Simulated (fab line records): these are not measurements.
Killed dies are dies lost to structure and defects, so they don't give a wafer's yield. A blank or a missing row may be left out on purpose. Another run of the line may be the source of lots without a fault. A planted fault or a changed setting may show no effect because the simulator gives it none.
fab line records	flow sky130	part 1 of 2: steps 1 to 31 of 41
[record] lots = 5	wafers = 15	lastDay = 50
route steps=708 shown RES_XHIGH@340 SD_N@342 SD_P@359 SALICIDE@361 LI_CONTACT@362
lots that met no fault: taken from a fault-free run of the same line
startH: hours from the record's first day to the start of the lot's first wafer shown	waitH: hours elapsed since this lot's preceding step	" the same as in the row above	L1.1+2: several wafers, shown together as one row	- no value, or no start was given	* or withheld: withheld	< > ~ a bound
route shown NAME@n: a module of which the file shows steps, and the number in the route of the first	usual: average and standard deviation across the fault-free wafers	same: alike in all rows	chamber/n: place in a boat	sites: readings site by site	_std_site: standard deviation of those values	_edge_site: the outer-site mean with the inner-site mean subtracted	radiusMm: for every site, how far away it sits from the centre of the wafer	mask NAME#n: copy n	behind: the tool/chamber that last shaped the wafer	hold: the reason the lot was held/the length of the hold in hours/how it ended	device: transistor that didn't switch, given as n, p or np	end of line: the route-end tests of the same wafers	a step with no rows: only its recipe	killed: the dies lost at the first sort to structure and to defects; this is not the yield of the wafer	map: a wafer's dies, marking killed ones x, the rest . and places with no die _
set.NAME: the setting as run; set.NAME@STEP: as run at that earlier step	model.NAME: the simulator's own value behind a step, which no gauge read
lots at selected steps of the route; one table per step, one row per wafer
services: the hour from which a tool's chamber was out of use, counted from the record's first day as startH (under 0 if before that day), plus the number of hours and why
[[steps]]
[step SKY_RES_XHIGH_STRIP_08]
[recipe] chemistry = O2/N2	powerW = 1400	pressureMtorr = 1500	platenTempC = withheld	o2FlowSccm = 3000	n2FlowSccm = 300	overashFraction = 0.5
[usual] drypumpMotorCurrentA = 5.5/0.35	oesProductAu = 0.710/0.0039	stripTimeToEndpointS = 14.29/0.041
lot.wafer	tool	chamber	startH	waitH	drypumpMotorCurrentA	oesProductAu	rfHoursCounterH	stripTimeToEndpointS
L075.3	plasmaAsher-04	0	612.85	0.1	5.5	0.710	-	14.33
L075.4	"	1	"	"	5.3	0.708	-	14.28
L075.6	"	1	"	"	5.3	0.702	-	14.28
L077.2	plasmaAsher-03	1	639.41	0.1	5.8	0.709	80	14.30
L077.3	"	0	"	"	5.9	0.714	-	14.33
L077.4	"	1	"	"	5.8	0.705	-	14.28
L089.2	plasmaAsher-03	1	739.23	0.1	5.7	0.710	89	14.25
L089.4	"	1	"	"	5.8	0.703	-	14.24
L089.5	"	1	"	"	5.8	0.709	-	14.24
L091.2	plasmaAsher-04	0	789.38	0.1	5.6	0.705	37	14.32
L091.4	"	1	"	"	5.3	0.707	-	14.36
L091.5	"	0	"	"	5.5	0.717	-	14.28
L092.2	plasmaAsher-04	1	789.82	0.1	5.3	0.717	37	14.21
L092.3	"	1	"	"	5.3	0.713	-	14.24
L092.5	"	0	"	"	5.5	0.709	-	14.28
[step SKY_RES_XHIGH_TW_MEAS_09]
[usual] RES_XHIGH_TW = 1645/22
lot.wafer	tool	chamber	startH	waitH	RES_XHIGH_TW
L075.3	filmMetro-04	-	612.93	0.1	1633
L075.4	"	-	"	"	1630
L075.6	"	-	"	"	1628
L077.2	filmMetro-04	-	639.52	0.1	1626
L077.3	"	-	"	"	1624
L077.4	"	-	"	"	1623
L089.2	filmMetro-03	-	739.34	0.1	1621
L089.4	"	-	"	"	1627
L089.5	"	-	"	"	1625
L091.2	filmMetro-04	-	789.49	0.1	1630
L091.4	"	-	"	"	1624
L091.5	"	-	"	"	1637
L092.2	filmMetro-03	-	789.93	0.1	1646
L092.3	"	-	"	"	1640
L092.5	"	-	"	"	1646
[step SKY_SD_N_DEHYDRATE_00]
[recipe] tempC = 200	timeS = 60
lot.wafer	tool	chamber	startH	waitH
L075.3+4+6	lithoTrack-02	0	626.14	13.2
L077.2+3+4	lithoTrack-04	0	652.81	13.3
L089.2+4+5	lithoTrack-02	0	752.91	13.6
L091.2+4+5	lithoTrack-01	0	801.24	11.7
L092.2+3+5	lithoTrack-02	0	802.61	12.7
[step SKY_SD_N_HMDS_01]
[recipe] primeTimeS = 60	primeTempC = 120
[same] primeTimeS = 60
lot.wafer	tool	chamber	startH	waitH
L075.3+4+6	lithoTrack-02	0	626.29	0.1
L077.2+3+4	lithoTrack-04	0	652.96	0.1
L089.2+4+5	lithoTrack-02	0	753.06	0.1
L091.2+4+5	lithoTrack-01	0	801.39	0.1
L092.2+3+5	lithoTrack-02	0	802.76	0.1
[step SKY_SD_N_COAT_02]
[recipe] resist = NOVOLAK	spinRpm = 3000	resistThkNm = 1140
lot.wafer	tool	chamber	startH	waitH
L075.3+4+6	lithoTrack-02	0	626.44	0.1
L077.2+3+4	lithoTrack-04	0	653.11	0.1
L089.2+4+5	lithoTrack-02	0	753.21	0.1
L091.2+4+5	lithoTrack-01	0	801.54	0.1
L092.2+3+5	lithoTrack-02	0	802.91	0.1
[step SKY_SD_N_SOFTBAKE_03]
[recipe] tempC = 90	timeS = 60	resist = NOVOLAK
lot.wafer	tool	chamber	startH	waitH
L075.3+4+6	lithoTrack-02	0	626.59	0.1
L077.2+3+4	lithoTrack-04	0	653.26	0.1
L089.2+4+5	lithoTrack-02	0	753.36	0.1
L091.2+4+5	lithoTrack-01	0	801.69	0.1
L092.2+3+5	lithoTrack-02	0	803.06	0.1
[step SKY_SD_N_EXPOSE_04]
[recipe] maskId = NSDM	na = 0.6	sourceShape = conventional	sigmaOuter = 0.6	polarization = unpolarized	targetCdNm = 380	doseMj = 138.8
[usual] reticleTempC = 22.98/0.12
lot.wafer	tool	chamber	startH	waitH	mask	reticleTempC
L075.3	ilineStepper-01	0	-	-	NSDM#0	22.91
L075.4	"	0	"	"	NSDM#0	22.96
L075.6	"	0	"	"	NSDM#0	22.94
L077.2	ilineStepper-02	0	-	-	NSDM#0	23.11
L077.3	"	0	"	"	NSDM#0	22.84
L077.4	"	0	"	"	NSDM#0	22.94
L089.2	ilineStepper-02	0	-	-	NSDM#0	22.80
L089.4	"	0	"	"	NSDM#0	22.95
L089.5	"	0	"	"	NSDM#0	23.02
L091.2	ilineStepper-01	0	-	-	NSDM#0	23.06
L091.4	"	0	"	"	NSDM#0	22.87
L091.5	"	0	"	"	NSDM#0	22.83
L092.2	ilineStepper-01	0	-	-	NSDM#0	22.97
L092.3	"	0	"	"	NSDM#0	22.91
L092.5	"	0	"	"	NSDM#0	22.95
[step SKY_SD_N_PEB_05]
[recipe] tempC = withheld	timeS = *	resist = NOVOLAK
lot.wafer	tool	chamber	startH	waitH
L075.3+4+6	lithoTrack-04	0	-	-
L077.2+3+4	lithoTrack-02	0	-	-
L089.2+4+5	lithoTrack-02	0	-	-
L091.2+4+5	lithoTrack-01	0	-	-
L092.2+3+5	lithoTrack-02	0	-	-
[step SKY_SD_N_DEVELOP_06]
[recipe] resist = NOVOLAK	developer = TMAH	developTimeS = 60	devTempC = 23
lot.wafer	tool	chamber	startH	waitH
L075.3+4+6	lithoTrack-04	0	640.98	0.1
L077.2+3+4	lithoTrack-02	0	667.11	0.1
L089.2+4+5	lithoTrack-02	0	766.01	0.1
L091.2+4+5	lithoTrack-01	0	815.84	0.1
L092.2+3+5	lithoTrack-02	0	816.51	0.1
[step SKY_SD_N_CD_MEAS_07]
[recipe] targetCdNm = 380
[usual] cdNm = 380.2/2.7
lot.wafer	tool	chamber	startH	waitH	cdNm
L075.3	cdSem-01	-	641.12	0.1	381.6
L075.4	"	-	"	"	378.7
L075.6	"	-	"	"	383.0
L077.2	cdSem-01	-	668.29	1.2	380.2
L077.3	"	-	"	"	382.1
L077.4	"	-	"	"	381.8
L089.2	cdSem-02	-	766.16	0.1	382.1
L089.4	"	-	"	"	382.2
L089.5	"	-	"	"	382.2
L091.2	cdSem-02	-	815.98	0.1	380.8
L091.4	"	-	"	"	381.7
L091.5	"	-	"	"	381.8
L092.2	cdSem-02	-	816.70	0.2	379.9
L092.3	"	-	"	"	380.8
L092.5	"	-	"	"	380.0
[step SKY_SD_N_OVL_MEAS_08]
[usual] SD_N_OVL = 0.6/1.3
lot.wafer	tool	chamber	startH	waitH	SD_N_OVL[nm]
L075.3	overlay-01	-	641.21	0.1	-0.3
L075.4	"	-	"	"	-0.6
L075.6	"	-	"	"	-2.0
L077.2	overlay-01	-	668.40	0.1	0.8
L077.3	"	-	"	"	-1.1
L077.4	"	-	"	"	1.0
L089.2	overlay-01	-	766.26	0.1	-2.6
L089.4	"	-	"	"	-0.9
L089.5	"	-	"	"	-0.5
L091.2	overlay-02	-	816.09	0.1	-1.3
L091.4	"	-	"	"	0.5
L091.5	"	-	"	"	-0.3
L092.2	overlay-02	-	816.81	0.1	-1.3
L092.3	"	-	"	"	-1.2
L092.5	"	-	"	"	-1.0
[step SKY_SD_N_IMPLANT_09]
[recipe] species = As	energyKev = 50	doseCm2 = 4e+15	tiltDeg = 0
[usual] beamEnergyKeV = 50.004/0.016
lot.wafer	tool	chamber	startH	waitH	beamEnergyKeV
L075.3	implanter-01	0	641.29	0.1	50.002
L075.4	"	0	"	"	50.010
L075.6	"	0	"	"	50.010
L077.2	implanter-02	0	668.45	0.0	50.025
L077.3	"	0	"	"	50.013
L077.4	"	0	"	"	50.028
L089.2	implanter-02	0	766.32	0.0	50.021
L089.4	"	0	"	"	50.023
L089.5	"	0	"	"	50.018
L091.2	implanter-02	0	816.15	0.0	50.001
L091.4	"	0	"	"	50.004
L091.5	"	0	"	"	50.004
L092.2	implanter-01	0	816.87	0.0	49.996
L092.3	"	0	"	"	50.005
L092.5	"	0	"	"	50.004
[step SKY_SD_N_IMPLANT_10]
[recipe] species = P	energyKev = 20	doseCm2 = 1e+14	tiltDeg = 0
[usual] beamEnergyKeV = 20.000/0.0052
lot.wafer	tool	chamber	startH	waitH	beamEnergyKeV
L075.3	implanter-01	0	641.44	0.1	19.996
L075.4	"	0	"	"	19.999
L075.6	"	0	"	"	19.998
L077.2	implanter-02	0	668.60	0.1	20.008
L077.3	"	0	"	"	20.004
L077.4	"	0	"	"	20.008
L089.2	implanter-02	0	766.47	0.1	20.004
L089.4	"	0	"	"	20.005
L089.5	"	0	"	"	20.007
L091.2	implanter-02	0	816.30	0.1	20.005
L091.4	"	0	"	"	20.007
L091.5	"	0	"	"	19.997
L092.2	implanter-01	0	817.02	0.1	20.002
L092.3	"	0	"	"	20.005
L092.5	"	0	"	"	20.007
[step SKY_SD_N_STRIP_11]
[recipe] chemistry = O2/N2	powerW = 1400	pressureMtorr = 1500	platenTempC = withheld	o2FlowSccm = 3000	n2FlowSccm = 300	overashFraction = 0.5
[usual] drypumpMotorCurrentA = 5.6/0.37	oesProductAu = 0.528/0.004	stripTimeToEndpointS = 22.55/0.04
lot.wafer	tool	chamber	startH	waitH	drypumpMotorCurrentA	oesProductAu	rfHoursCounterH	stripTimeToEndpointS
L075.3	plasmaAsher-02	0	641.57	0.1	6.0	0.534	-	22.59
L075.4	"	1	"	"	6.0	0.531	-	22.54
L075.6	"	1	"	"	6.0	0.530	-	22.55
L077.2	plasmaAsher-04	1	668.73	0.1	5.3	0.526	24	22.61
L077.3	"	1	"	"	5.3	0.526	-	22.63
L077.4	"	0	"	"	5.5	0.533	-	22.61
L089.2	plasmaAsher-04	0	766.59	0.1	5.5	0.529	35	22.50
L089.4	"	0	"	"	5.5	0.523	-	22.56
L089.5	"	1	"	"	5.3	0.531	-	22.52
L091.2	plasmaAsher-02	1	816.42	0.1	6.0	0.534	71	22.53
L091.4	"	1	"	"	6.0	0.525	-	22.51
L091.5	"	1	"	"	6.0	0.532	-	22.59
L092.2	plasmaAsher-02	1	817.14	0.1	6.0	0.529	71	22.60
L092.3	"	0	"	"	6.0	0.533	-	22.60
L092.5	"	1	"	"	6.1	0.533	-	22.61
[step SKY_SD_N_TW_MEAS_12]
[usual] SD_N_TW = 3994/59
lot.wafer	tool	chamber	startH	waitH	SD_N_TW
L075.3	filmMetro-04	-	641.66	0.1	3934
L075.4	"	-	"	"	3920
L075.6	"	-	"	"	3924
L077.2	filmMetro-02	-	668.84	0.1	4066
L077.3	"	-	"	"	4070
L077.4	"	-	"	"	4089
L089.2	filmMetro-04	-	766.70	0.1	3914
L089.4	"	-	"	"	3928
L089.5	"	-	"	"	3920
L091.2	filmMetro-04	-	816.56	0.1	3936
L091.4	"	-	"	"	3951
L091.5	"	-	"	"	3934
L092.2	filmMetro-02	-	817.25	0.1	4051
L092.3	"	-	"	"	4062
L092.5	"	-	"	"	4056
[step SKY_SD_N_CLEAN_13]
[recipe] chemistry = SC1/SC2	mix = 1:4:20	tempC = 70	timeS = 150	dry = n2Spin
lot.wafer	tool	chamber	startH	waitH
L075.3+4+6	wetBench-03	0	641.70	0.0
L077.2+3+4	wetBench-01	0	668.89	0.0
L089.2+4+5	wetBench-04	1	766.75	0.0
L091.2+4+5	wetBench-04	1	816.61	0.0
L092.2+3+5	wetBench-01	0	817.30	0.0
[step SKY_SD_N_RTA_14]
[recipe] tempC = 1075	timeS = 2	idleTempC = 650	rampUpCPerS = 150	rampDownCPerS = 90	ambient = N2
[usual] lampPowerPct = 15.73/0.051	wafer_temp_C_max = 1078.2/1.3
lot.wafer	tool	chamber	startH	waitH	lampPowerPct	wafer_temp_C_max
L075.3	rtpAnneal-02	0	641.82	0.0	15.80	1077.3
L075.4	"	0	"	"	15.71	1076.8
L075.6	"	0	"	"	15.79	1077.1
L077.2	rtpAnneal-02	0	668.95	0.0	15.80	1077.5
L077.3	"	0	"	"	15.80	1078.8
L077.4	"	0	"	"	15.77	1078.9
L089.2	rtpAnneal-02	0	766.81	0.0	15.61	1077.0
L089.4	"	0	"	"	15.74	1080.7
L089.5	"	0	"	"	15.68	1078.5
L091.2	rtpAnneal-02	0	816.67	0.0	15.74	1079.0
L091.4	"	0	"	"	15.85	1077.7
L091.5	"	0	"	"	15.73	1077.5
L092.2	rtpAnneal-02	0	817.36	0.0	15.71	1077.3
L092.3	"	0	"	"	15.74	1077.6
L092.5	"	0	"	"	15.71	1078.0
[step SKY_SD_N_RS_MEAS_16]
[recipe] thkMeasGauge = four-point-probe
[usual] SD_N_RS = 68.62/0.11
lot.wafer	tool	chamber	startH	waitH	SD_N_RS[ohm/sq]
L075.3	filmMetro-03	-	642.01	0.1	68.65
L075.4	"	-	"	"	68.56
L075.6	"	-	"	"	68.66
L077.2	filmMetro-03	-	669.14	0.1	68.56
L077.3	"	-	"	"	68.60
L077.4	"	-	"	"	68.58
L089.2	filmMetro-03	-	767.00	0.1	68.66
L089.4	"	-	"	"	68.72
L089.5	"	-	"	"	68.66
L091.2	filmMetro-02	-	816.85	0.1	68.62
L091.4	"	-	"	"	68.66
L091.5	"	-	"	"	68.64
L092.2	filmMetro-03	-	817.55	0.1	68.51
L092.3	"	-	"	"	68.64
L092.5	"	-	"	"	68.48
[step SKY_SD_N_RS_MEAS_17]
[recipe] thkMeasGauge = four-point-probe
[usual] SD_P_RS = 147.2/0.34
lot.wafer	tool	chamber	startH	waitH	SD_P_RS[ohm/sq]
L075.3	filmMetro-03	-	642.13	0.1	147.1
L075.4	"	-	"	"	146.8
L075.6	"	-	"	"	147.2
L077.2	filmMetro-03	-	669.26	0.1	146.8
L077.3	"	-	"	"	146.9
L077.4	"	-	"	"	146.8
L089.2	filmMetro-03	-	767.12	0.1	148.0
L089.4	"	-	"	"	147.2
L089.5	"	-	"	"	147.7
L091.2	filmMetro-02	-	816.97	0.1	147.4
L091.4	"	-	"	"	147.6
L091.5	"	-	"	"	147.4
L092.2	filmMetro-03	-	817.67	0.1	147.5
L092.3	"	-	"	"	147.1
L092.5	"	-	"	"	147.3
[step SKY_SD_N_RS_MEAS_18]
[recipe] thkMeasGauge = four-point-probe
[usual] RES_XHIGH_RS = 329.8/1.3
lot.wafer	tool	chamber	startH	waitH	RES_XHIGH_RS[ohm/sq]
L075.3	filmMetro-03	-	642.25	0.1	329.7
L075.4	"	-	"	"	327.9
L075.6	"	-	"	"	329.0
L077.2	filmMetro-03	-	669.38	0.1	329.4
L077.3	"	-	"	"	330.2
L077.4	"	-	"	"	330.0
L089.2	filmMetro-03	-	767.24	0.1	332.7
L089.4	"	-	"	"	331.5
L089.5	"	-	"	"	332.3
L091.2	filmMetro-02	-	817.09	0.1	330.6
L091.4	"	-	"	"	330.5
L091.5	"	-	"	"	330.6
L092.2	filmMetro-03	-	817.79	0.1	329.8
L092.3	"	-	"	"	329.7
L092.5	"	-	"	"	329.3
[step SKY_SALICIDE_CLEAN_00]
[recipe] chemistry = HF-last	timeS = 30	dilution = 100:1	dry = ipaMarangoni
lot.wafer	tool	chamber	startH	waitH
L075.3+4+6	wetBench-04	0	642.33	0.1
L077.2+3+4	wetBench-03	3	669.48	0.1
L089.2+4+5	wetBench-03	0	767.34	0.1
L091.2+4+5	wetBench-04	2	817.19	0.1
L092.2+3+5	wetBench-04	2	817.89	0.1
[step SKY_LI_CONTACT_HDPCVD_00]
[recipe] material = PSG	targetThkNm = 930	sigmaOpenFrac = 0.3	timeS = 155	tempC = 600	sih4FlowSccm = 60	pressureMtorr = 6
lot.wafer	tool	chamber	startH	waitH
L075.3+4+6	hdpcvd-01	2,0,1	642.35	0.0
L077.2+3+4	hdpcvd-02	2,1,1	669.49	0.0
L089.2+4+5	hdpcvd-02	1,0,1	767.36	0.0
L091.2+4+5	hdpcvd-02	0,2,1	817.21	0.0
L092.2+3+5	hdpcvd-02	1,0,1	817.90	0.0
[step SKY_LI_CONTACT_THK_MEAS_01]
[recipe] reads = PSG_of_LI_CONTACT_HDPCVD_00
[usual] LI_CONTACT_HDPCVD_THK = 923/12
lot.wafer	tool	chamber	startH	waitH	LI_CONTACT_HDPCVD_THK[nm]
L075.3	filmMetro-03	-	642.47	0.1	928
L075.4	"	-	"	"	938
L075.6	"	-	"	"	946
L077.2	filmMetro-03	-	669.61	0.1	911
L077.3	"	-	"	"	912
L077.4	"	-	"	"	918
L089.2	filmMetro-04	-	767.47	0.1	928
L089.4	"	-	"	"	927
L089.5	"	-	"	"	923
L091.2	filmMetro-02	-	817.32	0.1	922
L091.4	"	-	"	"	896
L091.5	"	-	"	"	913
L092.2	filmMetro-03	-	818.02	0.1	922
L092.3	"	-	"	"	926
L092.5	"	-	"	"	923
[step SKY_LI_CONTACT_CMP_02]
[recipe] material = PSG	downForcePsi = 4	platenRpm = 60	padVelocityMS = 0.94248
[usual] headPressurePsi = 3.999/0.0088	motorCurrentA = 12.6/0.92	timeToEndpointS = 32.5/3
lot.wafer	tool	chamber	startH	waitH	headPressurePsi	motorCurrentA	timeToEndpointS
L075.4	cmp-02	3	642.56	0.1	4.009	13.1	34.2
L075.3	"	0	"	"	4.000	12.5	30.4
L075.6	"	2	"	"	4.008	14.0	33.7
L077.2	cmp-02	0	669.66	0.0	3.985	12.3	29.1
L077.4	"	1	"	"	3.998	12.4	35.6
L077.3	"	2	"	"	4.013	15.1	33.1
L089.4	cmp-02	0	767.57	0.1	4.011	12.5	34.0
L089.2	"	1	"	"	3.997	12.3	37.3
L089.5	"	3	"	"	4.000	13.1	31.7
L091.2	cmp-02	1	817.37	0.0	4.010	12.7	32.2
L091.4	"	3	"	"	3.994	12.6	27.3
L091.5	"	1	"	"	3.995	12.2	35.9
L092.2	cmp-02	1	818.07	0.0	3.994	12.4	38.7
L092.3	"	0	"	"	3.999	12.5	30.2
L092.5	"	1	"	"	4.003	13.1	33.7
[step SKY_LI_CONTACT_BOW_MEAS_03]
[recipe] mode = bow
[usual] LI_CONTACT_BOW = 57/6.7
lot.wafer	tool	chamber	startH	waitH	LI_CONTACT_BOW[um]
L075.3	filmMetro-02	-	642.85	0.2	56
L075.4	"	-	"	"	63
L075.6	"	-	"	"	58
L077.2	filmMetro-03	-	669.98	0.3	55
L077.3	"	-	"	"	52
L077.4	"	-	"	"	57
L089.2	filmMetro-04	-	767.84	0.2	46
L089.4	"	-	"	"	58
L089.5	"	-	"	"	61
L091.2	filmMetro-04	-	817.78	0.4	67
L091.4	"	-	"	"	47
L091.5	"	-	"	"	62
L092.2	filmMetro-02	-	818.39	0.3	53
L092.3	"	-	"	"	54
L092.5	"	-	"	"	50
[step SKY_LI_CONTACT_DEHYDRATE_04]
[recipe] tempC = 200	timeS = 60
lot.wafer	tool	chamber	startH	waitH
L075.3+4+6	lithoTrack-03	0	656.32	13.5
L077.2+3+4	lithoTrack-03	0	683.15	13.2
L089.2+4+5	lithoTrack-02	0	781.41	13.6
L091.2+4+5	lithoTrack-02	0	830.16	12.4
L092.2+3+5	lithoTrack-03	0	830.60	12.2
[step SKY_LI_CONTACT_HMDS_05]
[recipe] primeTimeS = 60	primeTempC = 120
[same] primeTimeS = 60
lot.wafer	tool	chamber	startH	waitH
L075.3+4+6	lithoTrack-03	0	656.47	0.1
L077.2+3+4	lithoTrack-03	0	683.30	0.1
L089.2+4+5	lithoTrack-02	0	781.56	0.1
L091.2+4+5	lithoTrack-02	0	830.31	0.1
L092.2+3+5	lithoTrack-03	0	830.75	0.1
[step SKY_LI_CONTACT_COAT_06]
[recipe] resist = BARC	tempC = withheld	timeS = withheld	spinRpm = 3000	resistThkNm = 60
lot.wafer	tool	chamber	startH	waitH
L075.3+4+6	lithoTrack-03	0	656.62	0.1
L077.2+3+4	lithoTrack-03	0	683.45	0.1
L089.2+4+5	lithoTrack-02	0	781.71	0.1
L091.2+4+5	lithoTrack-02	0	830.46	0.1
L092.2+3+5	lithoTrack-03	0	830.90	0.1
[step SKY_LI_CONTACT_COAT_07]
[recipe] resist = KrF-thick	spinRpm = 3000	resistThkNm = 450
lot.wafer	tool	chamber	startH	waitH
L075.3+4+6	lithoTrack-03	0	-	-
L077.2+3+4	lithoTrack-03	0	-	-
L089.2+4+5	lithoTrack-02	0	-	-
L091.2+4+5	lithoTrack-02	0	-	-
L092.2+3+5	lithoTrack-03	0	-	-
[step SKY_LI_CONTACT_SOFTBAKE_08]
[recipe] tempC = 100	timeS = 90	resist = KrF-thick
lot.wafer	tool	chamber	startH	waitH
L075.3+4+6	lithoTrack-03	0	-	-
L077.2+3+4	lithoTrack-03	0	-	-
L089.2+4+5	lithoTrack-02	0	-	-
L091.2+4+5	lithoTrack-02	0	-	-
L092.2+3+5	lithoTrack-03	0	-	-
[step SKY_LI_CONTACT_EXPOSE_09]
[recipe] maskId = LICM1	na = 0.8	sourceShape = annular	sigmaInner = 0.55	sigmaOuter = 0.85	targetCdNm = 170	doseMj = 38.89
[usual] reticleTempC = 22.99/0.12
lot.wafer	tool	chamber	startH	waitH	mask	reticleTempC
L075.3	krfScanner-02	0	-	-	LICM1#0	23.00
L075.4	"	0	"	"	LICM1#0	23.06
L075.6	"	0	"	"	LICM1#0	22.97
L077.2	krfScanner-01	0	-	-	LICM1#0	22.86
L077.3	"	0	"	"	LICM1#0	22.90
L077.4	"	0	"	"	LICM1#0	22.88
L089.2	krfScanner-01	0	-	-	LICM1#0	23.05
L089.4	"	0	"	"	LICM1#0	23.13
L089.5	"	0	"	"	LICM1#0	22.98
L091.2	krfScanner-01	0	-	-	LICM1#0	22.91
L091.4	"	0	"	"	LICM1#0	22.96
L091.5	"	0	"	"	LICM1#0	22.86
L092.2	krfScanner-01	0	-	-	LICM1#0	22.86
L092.3	"	0	"	"	LICM1#0	23.01
L092.5	"	0	"	"	LICM1#0	22.83
